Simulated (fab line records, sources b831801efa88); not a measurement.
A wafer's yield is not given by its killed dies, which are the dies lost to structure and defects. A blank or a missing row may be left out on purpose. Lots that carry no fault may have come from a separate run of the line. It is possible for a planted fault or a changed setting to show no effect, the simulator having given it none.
Matching of chambers -- flow gf180mcu -- 4 sister chambers for GF_V3_CMP_04 on cmp-02
The step polishes SiO2. 16 wafers are shown with their chamber, then 8 later ones without.

## WAFERS WITH THEIR CHAMBER
wafer,chamber,motor_current_A (A),time_to_endpoint_s (s)
L290.1,1,10.6,79
L290.2,3,11.9,82
L290.3,2,14.5,78
L292.1,2,14.3,72
L292.2,0,11.1,76
L292.4,3,11.6,83
L300.1,1,9.8,74
L300.3,2,13.6,72
L300.4,3,12.2,79
L301.2,3,11.2,71
L301.3,2,13.6,73
L301.6,1,10.3,76
L306.2,3,11.8,70
L306.3,0,10.9,72
L306.5,1,9.9,82
L307.1,3,11.5,73

SIGNATURES, as means of the wafers listed above
reading,chamber 0,chamber 1,chamber 2,chamber 3,scatter within a chamber
motor_current_A,11.000,10.150,14.000,11.700,0.375
time_to_endpoint_s,74.00,77.75,73.75,76.33,4.4
Rule: for each reading, subtract the chamber's mean from the wafer's reading, divide by that reading's scatter and square the result; add these up over the readings and take the root, which gives the wafer's distance from the chamber. The wafer belongs to the nearest chamber; if the next one is less than 2 further off, it can't be placed. The scatter: take each reading less its chamber's mean, square it, sum over the shown wafers, divide by the number of wafers less the number of chambers, and take the root.

## WAFERS WITH NO CHAMBER GIVEN
wafer,motor_current_A (A),time_to_endpoint_s (s)
L307.4,13.1,76
L307.5,10.6,80
L310.2,11.2,74
L310.3,10.7,76
L310.5,13.3,78
L312.1,10.8,76
L312.4,13.6,80
L312.6,10.1,80

## WHICH CHAMBER EACH ONE RAN IN
wafer,from the rows above,in truth
L307.4,can't be placed: 2 or 3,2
L307.5,can't be placed: 1 or 0 or 3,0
L310.2,can't be placed: 0 or 3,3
L310.3,can't be placed: 0 or 1 or 3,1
L310.5,2,2
L312.1,can't be placed: 0 or 1 or 3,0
L312.4,2,2
L312.6,1,1
Correctly placed: 3 of 8. From these rows, 5 cannot be placed; in 5 the true chamber is one of the candidates. Wrongly placed: 0.
